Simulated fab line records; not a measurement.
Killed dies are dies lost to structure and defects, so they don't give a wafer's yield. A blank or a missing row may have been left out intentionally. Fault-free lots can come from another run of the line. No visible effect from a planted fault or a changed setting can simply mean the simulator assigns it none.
Matching of chambers ; flow gf180mcu ; GF_V2_CVD_02 on pecvd-03: 3 sister chambers
The step deposits SiO2 from TEOS, target thk 850 nm, time 94.851 s. 14 wafers are shown with their chamber, then 6 later ones without.

## WAFERS WITH THEIR CHAMBER
wafer;chamber;heater-power-w (W)
L337.1;2;546
L337.3;0;808
L337.4;2;595
L339.1;0;755
L339.2;2;652
L339.5;1;648
L341.1;0;726
L341.5;2;509
L341.6;1;637
L342.1;1;734
L342.4;1;792
L342.5;2;623
L344.1;2;528
L344.3;1;764

SIGNATURES, as means of the wafers listed above
reading;chamber 0;chamber 1;chamber 2;scatter within a chamber
heater-power-w;763.00;715.00;575.50;59.4
Rule: distance of a wafer from a chamber = root of the sum over the readings of ((wafer's reading minus chamber's mean) / reading's scatter) squared. The wafer belongs to the nearest chamber; if the next one is less than 2 further off, it can't be placed. How the scatter is found: for the shown wafers, subtract from each reading the mean of its chamber, square and add these, divide the total by (wafers less chambers), then take the root.

## WAFERS MISSING THEIR CHAMBER
wafer;heater-power-w (W)
L344.4;581
L346.4;624
L346.5;611
L346.6;658
L353.2;712
L353.6;716

## WHICH CHAMBER EACH WENT THROUGH
wafer;from the rows above;in truth
L344.4;2;2
L346.4;can't be placed: 2 or 1 or 0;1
L346.5;can't be placed: 2 or 1 or 0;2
L346.6;can't be placed: 1 or 2 or 0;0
L353.2;can't be placed: 1 or 0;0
L353.6;can't be placed: 1 or 0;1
1 of 6 placed correctly. Can't be placed from these rows: 5 (the true chamber is among the candidates in 5). Placed wrongly: 0.
